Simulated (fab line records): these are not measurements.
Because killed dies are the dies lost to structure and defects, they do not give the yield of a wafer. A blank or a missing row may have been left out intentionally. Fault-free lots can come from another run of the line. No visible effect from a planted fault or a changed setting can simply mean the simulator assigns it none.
fab line records + flow sky130
record
- lots=5
- wafers=15
- last-day=50
route steps=708 shown METAL4@621 PAD_OPEN@708
lots that met no fault: from a run of the same line without faults
start-h: hours from the record's first day to the start of the lot's first wafer shown + wait-h: how many hours have passed since the lot's step before this one + " unchanged from the row above + L1.1+2: a row that stands for several wafers + - value missing, or start not given + * or withheld: withheld + < > ~ a bound
route shown NAME@n: NAME is a module with steps in the file, n the number in the route of the first one + usual: mean and standard deviation over wafers with no fault + same: alike in all rows + chamber/n: place in a boat + sites: per-site readings + _std_site: how widely they spread, as a standard deviation + _edge_site: mean of outer sites minus mean of inner sites + radius-mm: for every site, how far away it sits from the centre of the wafer + mask NAME#n: copy n + behind: tool/chamber where the wafer was last shaped + hold: why the lot was held/for how many hours/how that ended + device: whichever transistor did not switch (one of n, p or np) + end of line: the tests these same wafers got at the end of their route + a step given without rows: its recipe and nothing more + killed: not the wafer's yield, but the dies lost to structure and defects at the first sort + map: a wafer's dies, marking killed ones x, the rest . and places with no die _
set.NAME: the setting as run; set.NAME@STEP: as run at that earlier step + model.NAME: the simulator's own value behind a step, which no gauge read
a table for each step, a row for each wafer; lots at some steps of the route
services: the hour from which a tool's chamber was out of use, counted from the record's first day as start-h (under 0 if before that day), plus the number of hours and why
## steps
# step SKY_METAL4_DEHYDRATE_05
# recipe
- temp-c=200
- time-s=60
# step SKY_METAL4_HMDS_06
# recipe
- prime-time-s=60
- prime-temp-c=120
# step SKY_METAL4_COAT_07
# recipe
- resist=BARC
- temp-c=withheld
- time-s=withheld
- spin-rpm=3000
- resist-thk-nm=60
# step SKY_METAL4_COAT_08
# recipe
- resist=KrF-thick
- spin-rpm=3000
- resist-thk-nm=1140
# step SKY_METAL4_SOFTBAKE_09
# recipe
- temp-c=100
- time-s=90
- resist=KrF-thick
# step SKY_METAL4_EXPOSE_10
# recipe
- mask-id=MM4
- na=0.68
- source-shape=annular
- sigma-inner=0.4
- sigma-outer=0.8
- target-cd-nm=300
- dose-mj=28
# step SKY_METAL4_PEB_11
# recipe
- peb-temp-c=withheld
- peb-time-s=withheld
- resist=KrF-thick
# step SKY_METAL4_DEVELOP_12
# recipe
- develop-time-s=60
- resist=KrF-thick
- dev-temp-c=21
# step SKY_METAL4_CD_MEAS_13
# recipe
- target-cd-nm=300
# usual
- cd-nm=299.8/1.6
| lot.wafer | tool      | chamber | start-h | wait-h | cd-nm |
|-----------|-----------|---------|---------|--------|-------|
| L171.2    | cd-sem-01 | -       | 975.92  | -      | 299.2 |
| L171.3    | "         | -       | "       | "      | 300.7 |
| L171.5    | "         | -       | "       | "      | 299.7 |
| L177.3    | cd-sem-01 | -       | 1017.09 | -      | 299.9 |
| L177.5    | "         | -       | "       | "      | 299.1 |
| L177.6    | "         | -       | "       | "      | 298.7 |
| L187.3    | cd-sem-02 | -       | 1089.18 | -      | 300.4 |
| L187.4    | "         | -       | "       | "      | 299.1 |
| L187.6    | "         | -       | "       | "      | 296.9 |
| L191.3    | cd-sem-01 | -       | 1112.28 | -      | 298.6 |
| L191.4    | "         | -       | "       | "      | 298.7 |
| L191.6    | "         | -       | "       | "      | 298.8 |
| L192.3    | cd-sem-02 | -       | 1116.33 | -      | 300.4 |
| L192.5    | "         | -       | "       | "      | 301.2 |
| L192.6    | "         | -       | "       | "      | 300.3 |
# step SKY_METAL4_OVL_MEAS_14
# usual
- METAL4_OVL=-1/5.4
| lot.wafer | tool       | chamber | start-h | wait-h | METAL4_OVL[nm] |
|-----------|------------|---------|---------|--------|----------------|
| L171.2    | overlay-02 | -       | 976.03  | 0.1    | -4             |
| L171.3    | "          | -       | "       | "      | -1             |
| L171.5    | "          | -       | "       | "      | 5              |
| L177.3    | overlay-02 | -       | 1017.18 | 0.1    | -7             |
| L177.5    | "          | -       | "       | "      | -6             |
| L177.6    | "          | -       | "       | "      | -3             |
| L187.3    | overlay-01 | -       | 1089.27 | 0.1    | 7              |
| L187.4    | "          | -       | "       | "      | 2              |
| L187.6    | "          | -       | "       | "      | 0              |
| L191.3    | overlay-01 | -       | 1112.37 | 0.1    | -2             |
| L191.4    | "          | -       | "       | "      | -2             |
| L191.6    | "          | -       | "       | "      | -1             |
| L192.3    | overlay-01 | -       | 1116.42 | 0.1    | -3             |
| L192.5    | "          | -       | "       | "      | 0              |
| L192.6    | "          | -       | "       | "      | 5              |
# step SKY_METAL4_DESCUM_15
# recipe
- chemistry=O2
- source-power-w=150
- bias-power-w=0
- pressure-mtorr=10
- temp-c=40
- time-s=8
# usual
- drypump-motor-current-A=6.0/0.34
- oes-product-au=0.998/0.0087
# same
- bias-power-w=0
| lot.wafer | tool         | chamber | start-h | wait-h | drypump-motor-current-A | oes-product-au | rf-hours-counter-h |
|-----------|--------------|---------|---------|--------|-------------------------|----------------|--------------------|
| L171.2    | rie-metal-03 | 1       | 976.06  | 0.0    | 5.5                     | 1.002          | 2                  |
| L171.3    | "            | 0       | "       | "      | 6.3                     | 0.983          | -                  |
| L171.5    | "            | 0       | "       | "      | 6.3                     | 0.982          | -                  |
| L177.3    | rie-metal-02 | 1       | 1017.22 | 0.0    | 6.6                     | 0.982          | -                  |
| L177.5    | "            | 1       | "       | "      | 6.5                     | 0.993          | -                  |
| L177.6    | "            | 0       | "       | "      | 5.8                     | 0.988          | -                  |
| L187.3    | rie-metal-03 | 1       | 1089.31 | 0.0    | 5.6                     | 1.013          | -                  |
| L187.4    | "            | 0       | "       | "      | 6.3                     | 0.989          | -                  |
| L187.6    | "            | 1       | "       | "      | 5.5                     | 1.006          | -                  |
| L191.3    | rie-metal-02 | 1       | 1112.41 | 0.0    | 6.6                     | 0.995          | -                  |
| L191.4    | "            | 0       | "       | "      | 5.8                     | 0.986          | -                  |
| L191.6    | "            | 1       | "       | "      | 6.6                     | 1.005          | -                  |
| L192.3    | rie-metal-03 | 1       | 1116.46 | 0.0    | 5.5                     | 1.001          | -                  |
| L192.5    | "            | 0       | "       | "      | 6.3                     | 0.988          | -                  |
| L192.6    | "            | 1       | "       | "      | 5.5                     | 1.000          | -                  |
# step SKY_METAL4_ETCH_16
# recipe
- chemistry=N2/H2
- target=BARC
- ion-energy-ev=200
- bias-w=100
- pressure-mtorr=30
- n2-flow-sccm=100
- h2-flow-sccm=200
- icp-w=500
- stop-on=SiO2
- time-s=88.2
- target-depth-a=600
# usual
- drypump-motor-current-A=6.0/0.34
- oes-product-au=0.625/0.0041
- throttle-valve-pct=13.205/0.0089
| lot.wafer | tool         | chamber | start-h | wait-h | drypump-motor-current-A | oes-product-au | rf-hours-counter-h | throttle-valve-pct |
|-----------|--------------|---------|---------|--------|-------------------------|----------------|--------------------|--------------------|
| L171.2    | rie-metal-03 | 1       | 976.09  | 0.0    | 5.5                     | 0.627          | 2                  | 13.206             |
| L171.3    | "            | 0       | "       | "      | 6.3                     | 0.622          | -                  | 13.201             |
| L171.5    | "            | 0       | "       | "      | 6.3                     | 0.627          | -                  | 13.203             |
| L177.3    | rie-metal-02 | 1       | 1017.27 | 0.0    | 6.6                     | 0.627          | -                  | 13.213             |
| L177.5    | "            | 1       | "       | "      | 6.6                     | 0.628          | -                  | 13.202             |
| L177.6    | "            | 0       | "       | "      | 5.8                     | 0.626          | -                  | 13.220             |
| L187.3    | rie-metal-03 | 1       | 1089.36 | 0.0    | 5.6                     | 0.625          | -                  | 13.206             |
| L187.4    | "            | 0       | "       | "      | 6.3                     | 0.627          | -                  | 13.206             |
| L187.6    | "            | 1       | "       | "      | 5.6                     | 0.630          | -                  | 13.189             |
| L191.3    | rie-metal-02 | 1       | 1112.46 | 0.0    | 6.6                     | 0.629          | -                  | 13.218             |
| L191.4    | "            | 0       | "       | "      | 5.8                     | 0.625          | -                  | 13.214             |
| L191.6    | "            | 1       | "       | "      | 6.6                     | 0.620          | -                  | 13.212             |
| L192.3    | rie-metal-03 | 1       | 1116.51 | 0.0    | 5.6                     | 0.619          | -                  | 13.208             |
| L192.5    | "            | 0       | "       | "      | 6.3                     | 0.627          | -                  | 13.202             |
| L192.6    | "            | 1       | "       | "      | 5.5                     | 0.631          | -                  | 13.198             |
# step SKY_METAL4_ETCH_17
# recipe
- target=SiO2
- stop-on=TiN
- chemistry=C4F8/O2/Ar
- source-w=1500
- bias-w=1200
- pressure-mtorr=40
- c4f8-flow-sccm=withheld
- O2_flow_sccm=6
- Ar_flow_sccm=300
- time-s=3.9
- target-depth-a=150
# usual
- oes-product-au=0.755/0.0067
| lot.wafer | tool        | chamber | start-h | wait-h | oes-product-au | rf-hours-counter-h |
|-----------|-------------|---------|---------|--------|----------------|--------------------|
| L171.2    | rie-diel-02 | 0       | 976.19  | 0.1    | 0.750          | 9                  |
| L171.3    | "           | 3       | "       | "      | 0.746          | 4                  |
| L171.5    | "           | 3       | "       | "      | 0.754          | -                  |
| L177.3    | rie-diel-01 | 2       | 1017.34 | 0.0    | 0.766          | 9                  |
| L177.5    | "           | 3       | "       | "      | 0.781          | -                  |
| L177.6    | "           | 0       | "       | "      | 0.765          | -                  |
| L187.3    | rie-diel-02 | 0       | 1089.43 | 0.0    | 0.755          | 12                 |
| L187.4    | "           | 2       | "       | "      | 0.764          | 15                 |
| L187.6    | "           | 1       | "       | "      | 0.762          | -                  |
| L191.3    | rie-diel-02 | 2       | 1112.53 | 0.0    | 0.762          | 16                 |
| L191.4    | "           | 2       | "       | "      | 0.757          | -                  |
| L191.6    | "           | 3       | "       | "      | 0.759          | -                  |
| L192.3    | rie-diel-04 | 1       | 1116.58 | 0.0    | 0.749          | 20                 |
| L192.5    | "           | 3       | "       | "      | 0.755          | -                  |
| L192.6    | "           | 0       | "       | "      | 0.755          | -                  |
# step SKY_METAL4_METAL_ETCH_18
# recipe
- target-depth-a=8450
- stop-on=SiO2
- over-etch-frac=0.3
- time-s=183.1
- chemistry=Cl2/BCl3
- resist-sidewall-deg=88
- pressure-mtorr=10
- icp-w=900
- bias-w=48.5
- Cl2_flow_sccm=60
- bcl3-flow-sccm=30
# usual
- drypump-motor-current-A=6.1/0.32
- oes-product-au=0.868/0.0067
- throttle-valve-pct=22.264/0.0088
| lot.wafer | tool         | chamber | start-h | wait-h | drypump-motor-current-A | oes-product-au | rf-hours-counter-h | throttle-valve-pct |
|-----------|--------------|---------|---------|--------|-------------------------|----------------|--------------------|--------------------|
| L171.2    | rie-metal-02 | 1       | 976.21  | 0.0    | 6.6                     | 0.866          | 9                  | 22.277             |
| L171.3    | "            | 1       | "       | "      | 6.6                     | 0.879          | -                  | 22.250             |
| L171.5    | "            | 0       | "       | "      | 5.8                     | 0.872          | -                  | 22.272             |
| L177.3    | rie-metal-01 | 0       | 1017.42 | 0.1    | 6.2                     | 0.854          | -                  | 22.257             |
| L177.5    | "            | 0       | "       | "      | 6.1                     | 0.862          | -                  | 22.258             |
| L177.6    | "            | 1       | "       | "      | 6.0                     | 0.857          | -                  | 22.249             |
| L187.3    | rie-metal-01 | 0       | 1089.51 | 0.1    | 6.2                     | 0.863          | -                  | 22.267             |
| L187.4    | "            | 1       | "       | "      | 6.0                     | 0.860          | -                  | 22.261             |
| L187.6    | "            | 1       | "       | "      | 6.0                     | 0.860          | -                  | 22.249             |
| L191.3    | rie-metal-03 | 1       | 1112.61 | 0.1    | 5.5                     | 0.867          | -                  | 22.273             |
| L191.4    | "            | 0       | "       | "      | 6.3                     | 0.868          | -                  | 22.266             |
| L191.6    | "            | 1       | "       | "      | 5.5                     | 0.869          | -                  | 22.254             |
| L192.3    | rie-metal-02 | 1       | 1116.66 | 0.1    | 6.6                     | 0.875          | -                  | 22.261             |
| L192.5    | "            | 1       | "       | "      | 6.6                     | 0.876          | -                  | 22.263             |
| L192.6    | "            | 0       | "       | "      | 5.8                     | 0.882          | -                  | 22.264             |
# step SKY_PAD_OPEN_PROBE_99
# usual
- defect-limited-yield=82.8/1.8
- killed_at_M0_to_M3=42/6.4
- killed_at_M4_up=3.0/2
- killed-at-contacts=24/5.2
- killed-at-front-end=14/4.2
- killed-at-other=0.4/0.72
- killed-dies=84/9
- killed-open=46/6.6
- killed-short=38/6
- sort_bin_3_pad_short=0.9/0.4
- sort_bin_5_function=10.1/1.4
- sort_bin_6_memory=6.2/1.1
- sort-n-pass=408/9
- sort-yield-pct=82.8/1.8
# same
- gross-dies=492
- killed-at-back-side=0
- sort_bin_4_leakage[%]=0
- sort_bin_8_speed[%]=0
| lot.wafer | tool      | chamber | start-h | wait-h | defect-limited-yield[%] | killed_at_M0_to_M3 | killed_at_M4_up | killed-at-contacts | killed-at-front-end | killed-at-other | killed-dies | killed-open | killed-short | sort_bin_3_pad_short[%] | sort_bin_5_function[%] | sort_bin_6_memory[%] | sort-n-pass | sort-yield-pct[%] |
|-----------|-----------|---------|---------|--------|-------------------------|--------------------|-----------------|--------------------|---------------------|-----------------|-------------|-------------|--------------|-------------------------|------------------------|----------------------|-------------|-------------------|
| L171.2    | prober-01 | -       | 1072.33 | 0.1    | 85.0                    | 37                 | 5               | 18                 | 14                  | 0               | 74          | 37          | 36           | 0.6                     | 8.7                    | 5.7                  | 418         | 85.0              |
| L171.3    | prober-01 | -       | 1072.38 | 0.2    | 81.5                    | 50                 | 4               | 27                 | 10                  | 0               | 91          | 46          | 45           | 0.8                     | 11.8                   | 5.9                  | 401         | 81.5              |
| L171.5    | prober-01 | -       | 1072.48 | 0.2    | 82.3                    | 40                 | 4               | 27                 | 16                  | 0               | 87          | 47          | 40           | 0                       | 11.6                   | 6.1                  | 405         | 82.3              |
| L177.3    | prober-01 | -       | 1109.32 | 0.2    | 80.9                    | 49                 | 1               | 27                 | 17                  | 0               | 94          | 62          | 32           | 1.2                     | 9.6                    | 8.3                  | 398         | 80.9              |
| L177.5    | prober-01 | -       | 1109.42 | 0.2    | 86.0                    | 34                 | 1               | 26                 | 8                   | 0               | 69          | 36          | 33           | 0.6                     | 8.9                    | 4.5                  | 423         | 86.0              |
| L177.6    | prober-01 | -       | 1109.47 | 0.2    | 82.5                    | 43                 | 0               | 27                 | 16                  | 0               | 86          | 49          | 36           | 0.8                     | 11.6                   | 5.1                  | 406         | 82.5              |
| L187.3    | prober-01 | -       | 1169.81 | 0.2    | 83.3                    | 39                 | 1               | 22                 | 20                  | 0               | 82          | 45          | 37           | 0.4                     | 10.4                   | 5.9                  | 410         | 83.3              |
| L187.4    | prober-01 | -       | 1169.86 | 0.2    | 83.3                    | 47                 | 2               | 22                 | 11                  | 0               | 82          | 47          | 35           | 0.2                     | 9.6                    | 6.9                  | 410         | 83.3              |
| L187.6    | prober-01 | -       | 1169.96 | 0.2    | 82.7                    | 43                 | 5               | 23                 | 14                  | 0               | 85          | 48          | 37           | 0.6                     | 10.6                   | 6.1                  | 407         | 82.7              |
| L191.3    | prober-02 | -       | 1191.72 | 0.2    | 82.9                    | 38                 | 5               | 23                 | 18                  | 0               | 84          | 40          | 44           | 0.6                     | 11.0                   | 5.5                  | 408         | 82.9              |
| L191.4    | prober-02 | -       | 1191.77 | 0.2    | 84.3                    | 30                 | 0               | 33                 | 14                  | 0               | 77          | 43          | 34           | 0.8                     | 8.7                    | 6.1                  | 415         | 84.3              |
| L191.6    | prober-02 | -       | 1191.87 | 0.2    | 82.3                    | 36                 | 2               | 29                 | 20                  | 0               | 87          | 50          | 37           | 1.2                     | 7.7                    | 8.7                  | 405         | 82.3              |
| L192.3    | prober-01 | -       | 1194.04 | 0.2    | 83.5                    | 43                 | 3               | 18                 | 17                  | 0               | 81          | 35          | 46           | 1.2                     | 10.0                   | 5.3                  | 411         | 83.5              |
| L192.5    | prober-01 | -       | 1194.14 | 0.2    | 80.3                    | 56                 | 1               | 23                 | 16                  | 1               | 97          | 54          | 43           | 0.6                     | 11.6                   | 7.5                  | 395         | 80.3              |
| L192.6    | prober-01 | -       | 1194.19 | 0.2    | 80.9                    | 50                 | 2               | 25                 | 17                  | 0               | 94          | 56          | 38           | 0.8                     | 11.0                   | 7.3                  | 398         | 80.9              |
# killed by level:class
L171.2 VIA3:geometric-particle:open=8 FIELD_ISO:geometric-particle:open=6 LOCAL_INTERCONNECT:geometric-particle:short=5 CONTACT:geometric-particle:open=5 VIA1:geometric-particle:short=5 VIA1:geometric-particle:open=5 LI_CONTACT:geometric-particle:open=4 METAL1:geometric-particle:short=4
L171.3 CONTACT:geometric-particle:open=14 METAL2:geometric-particle:short=7 VIA1:geometric-particle:short=7 VIA2:geometric-particle:open=7 VIA3:geometric-particle:open=7 CONTACT:geometric-particle:short=6 METAL1:geometric-particle:short=5 LI_CONTACT:geometric-particle:open=4
L171.5 VIA1:geometric-particle:open=10 CONTACT:geometric-particle:open=9 LI_CONTACT:geometric-particle:open=7 CONTACT:geometric-particle:short=7 METAL1:geometric-particle:short=5 METAL2:geometric-particle:short=5 FIELD_ISO:geometric-particle:open=4 VIA2:geometric-particle:short=4
L177.3 VIA1:geometric-particle:open=15 VIA3:geometric-particle:open=11 CONTACT:geometric-particle:open=10 METAL1:geometric-particle:short=8 LI_CONTACT:geometric-particle:open=6 VIA2:geometric-particle:open=6 SPACER:geometric-particle:open=5 LOCAL_INTERCONNECT:geometric-particle:short=5
L177.5 VIA1:geometric-particle:open=10 METAL1:geometric-particle:short=6 LI_CONTACT:geometric-particle:short=5 LOCAL_INTERCONNECT:geometric-particle:short=5 CONTACT:geometric-particle:short=5 CONTACT:geometric-particle:open=5 FIELD_ISO:geometric-particle:open=4 LOCAL_INTERCONNECT:geometric-particle:open=4
L177.6 LOCAL_INTERCONNECT:geometric-particle:short=10 VIA1:geometric-particle:open=9 CONTACT:geometric-particle:open=8 VIA2:geometric-particle:open=7 VIA3:geometric-particle:open=6 LI_CONTACT:geometric-particle:open=6 METAL2:geometric-particle:short=6 FIELD_ISO:geometric-particle:short=4
L187.3 VIA1:geometric-particle:open=10 LI_CONTACT:geometric-particle:open=8 CONTACT:geometric-particle:open=6 FIELD_ISO:geometric-particle:short=5 VIA2:geometric-particle:open=5 LOCAL_INTERCONNECT:geometric-particle:short=4 METAL1:geometric-particle:short=4 METAL2:geometric-particle:short=4
L187.4 VIA1:geometric-particle:open=10 CONTACT:geometric-particle:open=10 VIA1:geometric-particle:short=7 VIA3:geometric-particle:open=6 LI_CONTACT:geometric-particle:open=5 VIA2:geometric-particle:open=5 METAL2:geometric-particle:short=5 METAL3:geometric-particle:short=4
L187.6 VIA2:geometric-particle:open=13 CONTACT:geometric-particle:open=8 VIA1:geometric-particle:open=7 VIA3:geometric-particle:open=6 LI_CONTACT:geometric-particle:open=5 CONTACT:geometric-particle:short=5 METAL3:geometric-particle:short=5 VIA3:geometric-particle:short=5
L191.3 CONTACT:geometric-particle:open=8 VIA2:geometric-particle:open=8 VIA1:geometric-particle:open=7 METAL2:geometric-particle:short=6 FIELD_ISO:geometric-particle:open=5 LOCAL_INTERCONNECT:geometric-particle:short=5 METAL1:geometric-particle:short=5 VIA1:geometric-particle:short=5
L191.4 CONTACT:geometric-particle:open=11 LI_CONTACT:geometric-particle:open=8 VIA1:geometric-particle:open=7 CONTACT:geometric-particle:short=6 POLY_GATE:geometric-particle:short=5 LOCAL_INTERCONNECT:geometric-particle:short=5 METAL2:geometric-particle:short=5 VIA2:geometric-particle:open=4
L191.6 CONTACT:geometric-particle:open=11 LI_CONTACT:geometric-particle:open=9 VIA2:geometric-particle:open=8 FIELD_ISO:geometric-particle:open=6 POLY_GATE:geometric-particle:open=6 METAL2:geometric-particle:short=6 VIA3:geometric-particle:open=5 FIELD_ISO:geometric-particle:short=4
L192.3 METAL2:geometric-particle:short=14 LI_CONTACT:geometric-particle:open=9 VIA3:geometric-particle:open=8 POLY_GATE:geometric-particle:short=6 VIA1:geometric-particle:short=4 VIA2:geometric-particle:open=4 METAL3:geometric-particle:short=4 FIELD_ISO:geometric-particle:short=3
L192.5 VIA1:geometric-particle:open=13 VIA1:geometric-particle:short=12 METAL2:geometric-particle:short=11 LI_CONTACT:geometric-particle:open=10 FIELD_ISO:geometric-particle:short=8 CONTACT:geometric-particle:open=8 VIA2:geometric-particle:open=7 FIELD_ISO:geometric-particle:open=5
L192.6 VIA1:geometric-particle:open=12 METAL1:geometric-particle:short=10 LI_CONTACT:geometric-particle:open=9 CONTACT:geometric-particle:open=9 VIA3:geometric-particle:open=6 VIA2:geometric-particle:open=5 FIELD_ISO:geometric-particle:open=4 POLY_GATE:geometric-particle:short=4
## services
| tool         | chamber | start-h | hours | kind           |
|--------------|---------|---------|-------|----------------|
| rie-diel-04  | 1       | 963.37  | 7.7   | repair         |
| rie-metal-01 | -       | 993.12  | 0.4   | repair         |
| rie-metal-03 | -       | 996.96  | 28.1  | pm             |
| rie-diel-04  | -       | 1041.71 | 1.4   | repair         |
| rie-diel-04  | -       | 1046.15 | 0.9   | repair         |
| rie-diel-02  | 0       | 1056.84 | 4.3   | repair         |
| rie-metal-02 | -       | 1082.17 | 2.8   | pm             |
| rie-diel-02  | -       | 1105.52 | 0.4   | repair         |
| rie-diel-02  | 1       | 1109.25 | -     | clean          |
| rie-diel-02  | 1       | 1109.25 | 19.9  | scheduled-down |
| rie-diel-02  | 1       | 1109.25 | 19.9  | vent-cycle     |
## key
first-sign
- step=SKY_METAL4_ETCH_17
- reading=oes-product-au
- direction=up
- sigmas=3.8
- usual=0.755
- struck=0.781
effect none on later readings
met-at SKY_METAL4_ETCH_17
struck-wafers L177.5
fault
- kind=process-parameter-drift
- tool=rie-diel-01
- chamber=3
- onset-h=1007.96
- steps=SKY_METAL4_ETCH_17
- channel=time-s
- offset=*
- shape=step
- end-h=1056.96
- acts-in=*
- stated=*
